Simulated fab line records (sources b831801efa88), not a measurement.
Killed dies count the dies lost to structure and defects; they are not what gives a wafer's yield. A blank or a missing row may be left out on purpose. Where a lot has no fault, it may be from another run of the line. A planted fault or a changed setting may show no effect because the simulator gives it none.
fab line records	flow sky130
[record] lots = 11	wafers = 32	last-day = 50
route steps=708 shown LOCAL_INTERCONNECT@402 CONTACT@425 METAL2@485 VIA2@521 PAD_OPEN@708
lots that met no fault: taken from a fault-free run of the same line
start-h: hours from the record's first day to the start of the lot's first wafer shown	wait-h: hours since the lot's step before	" as in the row above	L1.1+2: a row that stands for several wafers	- no value, or no start was given	* or withheld: withheld	< > ~ a bound
route shown NAME@n: NAME is a module with steps in the file, n the number in the route of the first one	usual: mean/standard deviation of fault-free wafers	same: alike in all rows	chamber/n: place in a boat	sites: the reading at each site	_std_site: standard deviation across them	_edge_site: outer sites' mean less inner sites'	radius-mm: for every site, how far away it sits from the centre of the wafer	mask NAME#n: copy n	behind: tool/chamber where the wafer was last shaped	hold: why the lot went on hold/how many hours it stayed there/how the hold came to an end	device: transistor that didn't switch, given as n, p or np	end of line: the same wafers' tests at the end of the route	a step given without rows: its recipe and nothing more	killed: not the wafer's yield, but the dies lost to structure and defects at the first sort	map: a wafer's dies, marking killed ones x, the rest . and places with no die _
set.NAME: the run value of the setting; set.NAME@STEP: its run value at that earlier step	model.NAME: the simulator's own value behind a step, which no gauge read
one table for each step of the route and one row for each wafer, over a sample of lots
services: from which hour (start-h, from the record's first day; less than 0 if before it) a tool's chamber was out of use, for how many hours, and why
[[steps]]
[step SKY_LOCAL_INTERCONNECT_STRIP_15]
[recipe] chemistry = O2/N2	power-w = 1400	pressure-mtorr = 1500	platen-temp-c = withheld	o2-flow-sccm = 3000	n2-flow-sccm = 300	overash-fraction = 0.5
[usual] drypump-motor-current-A = 5.7/0.36	oes-product-au = 0.426/0.0045	strip-time-to-endpoint-s = 4.723/0.021
lot.wafer	tool	chamber	start-h	wait-h	drypump-motor-current-A	oes-product-au	rf-hours-counter-h	strip-time-to-endpoint-s
L514.3	plasma-asher-04	0	717.72	0.1	5.8	0.427	-	4.722
L514.5	"	0	"	"	5.8	0.434	-	4.762
L514.6	"	1	"	"	6.3	0.425	-	4.720
L516.1	plasma-asher-04	0	744.18	0.0	5.8	0.422	33	4.680
L516.2	"	1	"	"	6.2	0.427	33	4.692
L516.5	"	0	"	"	5.8	0.423	-	4.724
L517.2	plasma-asher-02	0	745.98	0.0	5.7	0.426	92	4.741
L517.5	"	0	"	"	5.7	0.428	-	4.728
L517.6	"	1	"	"	5.8	0.422	-	4.703
L521.1	plasma-asher-04	1	775.70	0.0	6.2	0.424	36	4.726
L521.4	"	0	"	"	5.9	0.429	-	4.707
L521.6	"	0	"	"	5.9	0.421	-	4.710
L522.4	plasma-asher-04	0	788.79	0.1	5.9	0.419	-	4.718
L522.5	"	1	"	"	6.2	0.427	-	4.728
L522.6	"	0	"	"	5.9	0.426	-	4.725
L524.1	plasma-asher-02	1	805.70	0.0	5.8	0.429	98	4.693
L524.4	"	0	"	"	5.7	0.429	-	4.700
L524.5	"	0	"	"	5.7	0.426	-	4.743
L525.2	plasma-asher-01	0	815.40	0.0	5.1	0.423	7	4.739
L525.6	"	1	"	"	5.4	0.433	-	4.755
L531.1	plasma-asher-04	1	854.24	0.1	6.2	0.428	43	4.733
L531.3	"	1	"	"	6.2	0.421	-	4.704
L531.6	"	1	"	"	6.2	0.428	-	4.730
L532.2	plasma-asher-02	0	862.70	0.1	5.7	0.416	104	4.718
L532.4	"	1	"	"	5.8	0.422	-	4.695
L532.6	"	1	"	"	5.8	0.421	-	4.727
L533.1	plasma-asher-01	0	886.93	0.0	5.1	0.430	15	4.730
L533.3	"	0	"	"	5.1	0.422	-	4.742
L533.6	"	1	"	"	5.5	0.424	-	4.733
L534.1	plasma-asher-02	1	887.11	0.0	5.8	0.420	106	4.723
L534.2	"	0	"	"	5.7	0.430	106	4.682
L534.4	"	0	"	"	5.7	0.429	-	4.717
[step SKY_CONTACT_STRIP_19]
[recipe] chemistry = O2/N2	power-w = 1400	pressure-mtorr = 1500	platen-temp-c = withheld	o2-flow-sccm = 3000	n2-flow-sccm = 300	overash-fraction = 0.5
[usual] drypump-motor-current-A = 5.3/0.33	oes-product-au = 0.381/0.005	strip-time-to-endpoint-s = 3.615/0.026
lot.wafer	tool	chamber	start-h	wait-h	drypump-motor-current-A	oes-product-au	rf-hours-counter-h	strip-time-to-endpoint-s
L514.3	plasma-asher-01	1	746.76	-	5.4	0.376	-	3.629
L514.5	"	0	"	"	5.1	0.382	-	3.590
L514.6	"	1	"	"	5.4	0.378	-	3.619
L516.1	plasma-asher-01	0	772.70	-	5.1	0.385	3	3.617
L516.2	"	1	"	"	5.4	0.385	3	3.625
L516.5	"	1	"	"	5.5	0.380	-	3.605
L517.2	plasma-asher-03	1	773.95	-	4.8	0.372	61	3.554
L517.5	"	1	"	"	4.9	0.380	-	3.602
L517.6	"	0	"	"	5.3	0.385	-	3.566
L521.1	plasma-asher-01	0	802.82	-	5.1	0.383	6	3.578
L521.4	"	0	"	"	5.1	0.380	-	3.646
L521.6	"	1	"	"	5.4	0.387	-	3.619
L522.4	plasma-asher-01	1	816.99	-	5.4	0.381	-	3.661
L522.5	"	0	"	"	5.1	0.381	-	3.661
L522.6	"	1	"	"	5.4	0.388	-	3.630
L524.1	plasma-asher-03	0	833.36	-	5.3	0.372	67	3.600
L524.4	"	1	"	"	4.8	0.386	-	3.659
L524.5	"	0	"	"	5.3	0.378	-	3.638
L525.2	plasma-asher-03	0	842.45	-	5.3	0.375	68	3.617
L525.6	"	0	"	"	5.2	0.374	-	3.613
L531.1	plasma-asher-01	1	881.71	-	5.4	0.380	14	3.596
L531.3	"	0	"	"	5.1	0.383	-	3.585
L531.6	"	1	"	"	5.4	0.382	-	3.625
L532.2	plasma-asher-03	1	890.12	-	4.8	0.372	73	3.636
L532.4	"	0	"	"	5.3	0.381	-	3.646
L532.6	"	0	"	"	5.3	0.383	-	3.611
L533.1	plasma-asher-03	0	914.11	-	5.3	0.381	75	3.616
L533.3	"	0	"	"	5.2	0.378	-	3.644
L533.6	"	0	"	"	5.3	0.390	-	3.644
L534.1	plasma-asher-02	1	914.22	-	5.8	0.374	108	3.621
L534.2	"	0	"	"	5.7	0.369	108	3.574
L534.4	"	0	"	"	5.7	0.376	-	3.610
[step SKY_METAL2_SPUTTER_02]
[recipe] material = AlCu	target-thk-nm = 250	power-w = 10600	time-s = 13.3	chamber-pressure-pa = 0.4
[usual] cathode-dc-power-W = 10600/2	throttle-valve-pct = 29.2/0.91
lot.wafer	tool	chamber	start-h	wait-h	cathode-dc-power-W	throttle-valve-pct
L514.3	pvd-sputter-02	-	803.93	0.0	10602	27.7
L514.5	"	-	"	"	10602	29.3
L514.6	"	-	"	"	10599	27.8
L516.1	pvd-sputter-02	-	829.94	0.0	10601	30.2
L516.2	"	-	"	"	10599	31.4
L516.5	"	-	"	"	10599	29.9
L517.2	pvd-sputter-01	-	830.54	0.0	10601	28.4
L517.5	"	-	"	"	10602	28.5
L517.6	"	-	"	"	10599	29.5
L521.1	pvd-sputter-02	-	860.19	0.0	10599	31.1
L521.4	"	-	"	"	10600	29.2
L521.6	"	-	"	"	10598	28.2
L522.4	pvd-sputter-04	-	873.07	0.0	10602	29.3
L522.5	"	-	"	"	10602	29.3
L522.6	"	-	"	"	10597	29.8
L524.1	pvd-sputter-04	-	890.24	0.0	10594	29.5
L524.4	"	-	"	"	10598	27.6
L524.5	"	-	"	"	10596	29.3
L525.2	pvd-sputter-01	-	898.87	0.0	10599	29.7
L525.6	"	-	"	"	10598	29.1
L531.1	pvd-sputter-01	-	939.23	0.0	10599	29.6
L531.3	"	-	"	"	10599	28.2
L531.6	"	-	"	"	10600	29.2
L532.2	pvd-sputter-02	-	945.61	0.0	10601	29.2
L532.4	"	-	"	"	10602	30.0
L532.6	"	-	"	"	10598	30.2
L533.1	pvd-sputter-04	-	967.86	0.0	10601	28.0
L533.3	"	-	"	"	10602	29.5
L533.6	"	-	"	"	10600	30.1
L534.1	pvd-sputter-01	-	968.31	0.0	10599	28.6
L534.2	"	-	"	"	10596	29.0
L534.4	"	-	"	"	10601	29.5
[step SKY_VIA2_ETCH_14]
[recipe] chemistry = N2/H2	target = BARC	ion-energy-ev = 200	source-w = 500	bias-w = 100	pressure-mtorr = 30	n2-flow-sccm = 100	h2-flow-sccm = 200	stop-on = SiO2	time-s = 45.9	target-depth-a = 600
[usual] drypump-motor-current-A = 5.8/0.46	oes-product-au = 0.855/0.0049	run-length-s = 74.2/0.33	throttle-valve-pct = 13.225/0.0081
lot.wafer	tool	chamber	start-h	wait-h	drypump-motor-current-A	oes-product-au	rf-hours-counter-h	run-length-s	throttle-valve-pct
L514.3	rie-diel-02	2	858.48	0.0	5.2	0.856	8	74.1	13.241
L514.5	"	3	"	"	5.9	0.863	-	74.3	13.219
L514.6	"	2	"	"	5.2	0.849	-	74.0	13.224
L516.1	rie-diel-02	3	883.14	0.0	5.9	0.855	10	74.6	13.225
L516.2	"	2	"	"	5.2	0.852	9	73.9	13.246
L516.5	"	0	"	"	6.0	0.854	-	73.9	13.225
L517.2	rie-diel-02	1	885.04	0.0	5.7	0.854	9	74.6	13.219
L517.5	"	1	"	"	5.7	0.851	-	74.7	13.228
L517.6	"	0	"	"	6.0	0.860	-	74.3	13.224
L521.1	rie-diel-01	3	913.77	0.0	6.5	0.853	17	74.1	13.224
L521.4	"	2	"	"	5.5	0.863	18	73.8	13.237
L521.6	"	2	"	"	5.6	0.855	-	74.1	13.227
L522.4	rie-diel-01	1	925.87	0.0	6.0	0.850	9	74.3	13.214
L522.5	"	3	"	"	6.5	0.862	-	74.3	13.221
L522.6	"	2	"	"	5.5	0.847	-	73.6	13.236
L524.1	rie-diel-01	3	942.29	0.0	6.6	0.865	18	74.2	13.229
L524.4	"	2	"	"	5.5	0.857	19	74.2	13.234
L524.5	"	0	"	"	4.9	0.974	-	67.6	13.246
L525.2	rie-diel-01	1	949.89	0.0	5.9	0.862	10	75.0	13.226
L525.6	"	3	"	"	6.6	0.978	-	67.8	13.231
L531.1	rie-diel-04	0	987.69	0.0	5.8	0.861	4	74.0	13.217
L531.3	"	3	"	"	5.6	0.855	11	74.4	13.229
L531.6	"	3	"	"	5.7	0.864	-	74.3	13.235
L532.2	rie-diel-04	3	994.62	0.0	5.6	0.852	11	74.0	13.223
L532.4	"	1	"	"	6.3	0.851	-	74.2	13.235
L532.6	"	0	"	"	5.8	0.860	-	73.9	13.223
L533.1	rie-diel-02	3	1016.99	0.0	5.9	0.854	15	74.0	13.220
L533.3	"	3	"	"	5.9	0.861	-	73.9	13.219
L533.6	"	1	"	"	5.7	0.863	-	74.4	13.225
L534.1	rie-diel-01	1	1017.23	0.0	6.0	0.850	12	74.4	13.225
L534.2	"	2	"	"	5.5	0.861	21	73.8	13.212
L534.4	"	0	"	"	4.9	0.856	8	74.3	13.220
[step SKY_PAD_OPEN_PROBE_99]
[usual] defect-limited-yield = 82.4/2	killed_at_M0_to_M3 = 44/6.5	killed_at_M4_up = 3.3/1.7	killed-at-contacts = 25/5.3	killed-at-front-end = 15/5	killed-at-other = 0.2/0.47	killed-dies = 87/9.9	killed-open = 47/8	killed-short = 39/6.1	sort_bin_3_pad_short = 0.9/0.43	sort_bin_5_function = 10.4/1.5	sort_bin_6_memory = 6.2/1.2	sort-n-pass = 405/9.9	sort-yield-pct = 82.4/2
[same] gross-dies = 492	killed-at-back-side = 0	sort_bin_4_leakage[%] = 0	sort_bin_8_speed[%] = 0
lot.wafer	tool	chamber	start-h	wait-h	defect-limited-yield[%]	killed_at_M0_to_M3	killed_at_M4_up	killed-at-contacts	killed-at-front-end	killed-at-other	killed-dies	killed-open	killed-short	sort_bin_3_pad_short[%]	sort_bin_5_function[%]	sort_bin_6_memory[%]	sort-n-pass	sort-yield-pct[%]
L522.4	prober-01	-	1135.39	0.2	84.3	39	1	29	7	1	77	43	34	1.8	8.9	4.9	415	84.3
L522.5	prober-01	-	1135.44	0.2	79.3	59	5	27	11	0	102	55	47	1.2	13.2	6.3	390	79.3
L522.6	prober-01	-	1135.49	0.2	83.9	38	3	24	14	0	79	46	33	0.6	8.9	6.5	413	83.9
L524.5	prober-01	-	1151.42	0.2	86.0	33	2	19	15	0	69	36	33	1.0	6.3	6.7	423	86.0
L525.2	prober-02	-	1154.28	0.1	80.5	46	1	26	23	0	96	58	38	1.4	10.8	7.3	396	80.5
L525.6	prober-02	-	1154.48	0.2	83.7	45	6	18	10	1	80	40	40	0.4	9.3	6.5	412	83.7
// killed by level:class
L522.4 VIA1:geometric-particle:open=13 CONTACT:geometric-particle:open=9 LI_CONTACT:geometric-particle:open=8 METAL1:geometric-particle:short=8 CONTACT:geometric-particle:short=4 VIA3:geometric-particle:open=4 LI_CONTACT:geometric-particle:short=3 LOCAL_INTERCONNECT:geometric-particle:short=3
L522.5 VIA1:geometric-particle:open=17 METAL1:geometric-particle:short=12 CONTACT:geometric-particle:open=10 VIA2:geometric-particle:open=10 VIA1:geometric-particle:short=6 POLY_GATE:geometric-particle:open=5 METAL2:geometric-particle:short=5 LI_CONTACT:geometric-particle:open=4
L522.6 CONTACT:geometric-particle:open=9 VIA1:geometric-particle:open=7 VIA2:geometric-particle:open=7 FIELD_ISO:geometric-particle:open=5 LI_CONTACT:geometric-particle:open=5 VIA3:geometric-particle:open=5 FIELD_ISO:geometric-particle:short=4 LI_CONTACT:geometric-particle:short=4
L524.5 LI_CONTACT:geometric-particle:open=7 VIA1:geometric-particle:open=6 VIA1:geometric-particle:short=6 LI_CONTACT:geometric-particle:short=5 CONTACT:geometric-particle:open=4 METAL2:geometric-particle:short=4 METAL1:geometric-particle:short=4 FIELD_ISO:geometric-particle:open=3
L525.2 CONTACT:geometric-particle:open=13 VIA3:geometric-particle:open=10 VIA1:geometric-particle:open=9 FIELD_ISO:geometric-particle:open=7 FIELD_ISO:geometric-particle:short=6 METAL1:geometric-particle:short=5 SPACER:geometric-particle:open=4 LI_CONTACT:geometric-particle:short=4
L525.6 VIA1:geometric-particle:open=15 METAL1:geometric-particle:short=8 METAL2:geometric-particle:short=8 METAL4:geometric-particle:short=5 LI_CONTACT:geometric-particle:open=5 CONTACT:geometric-particle:open=5 VIA2:geometric-particle:open=5 CONTACT:geometric-particle:short=4
[[services]]
tool	chamber	start-h	hours	kind
plasma-asher-03	-	697.75	12.0	repair
rie-diel-01	3	701.45	48.5	repair
plasma-asher-03	-	709.78	14.6	pm
plasma-asher-03	-	724.38	2.8	pm
plasma-asher-02	-	731.80	2.3	repair
plasma-asher-01	-	733.75	9.0	pm
plasma-asher-04	-	741.89	0.7	repair
rie-diel-02	-	774.37	2.3	repair
rie-diel-01	-	781.25	1.7	repair
pvd-sputter-02	-	826.13	1.9	repair
plasma-asher-04	-	847.45	4.7	repair
rie-diel-02	-	849.63	0.9	repair
plasma-asher-02	-	864.36	2.8	pm
rie-diel-01	0	876.25	1.9	repair
pvd-sputter-02	-	881.88	6.8	repair
rie-diel-01	0	901.89	1.3	repair
rie-diel-01	1	917.03	2.5	repair
rie-diel-02	2	939.54	6.5	repair
pvd-sputter-02	-	968.13	2.4	repair
pvd-sputter-02	-	968.34	9.6	repair
rie-diel-02	2	970.29	10.5	repair
rie-diel-01	2	979.89	3.0	repair
rie-diel-02	0	986.08	10.7	repair
plasma-asher-03	-	988.18	1.3	repair
[[key]]
[first-sign] step = SKY_VIA2_ETCH_14	reading = oes-product-au	direction = up	sigmas = 25	usual = 0.855	struck = 0.976
[effect] step = SKY_VIA2_ETCH_14	reading = run-length-s	direction = down	sigmas = 19	usual = *	struck = *
met-at SKY_VIA2_ETCH_14
struck-lots L524,L525
struck-wafers L524.5,L525.6
not-acting-at SKY_LOCAL_INTERCONNECT_STRIP_15,SKY_CONTACT_STRIP_19,SKY_METAL2_SPUTTER_02
onset-between 925.87 942.29
[fault] kind = process-parameter-drift	tool = rie-diel-01	chamber = -	onset-h = 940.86	steps = SKY_VIA2_ETCH_14	channel = time-s	offset = *	shape = step	end-h = 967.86	scope = struck-wafers-only	acts-in = *	stated = *
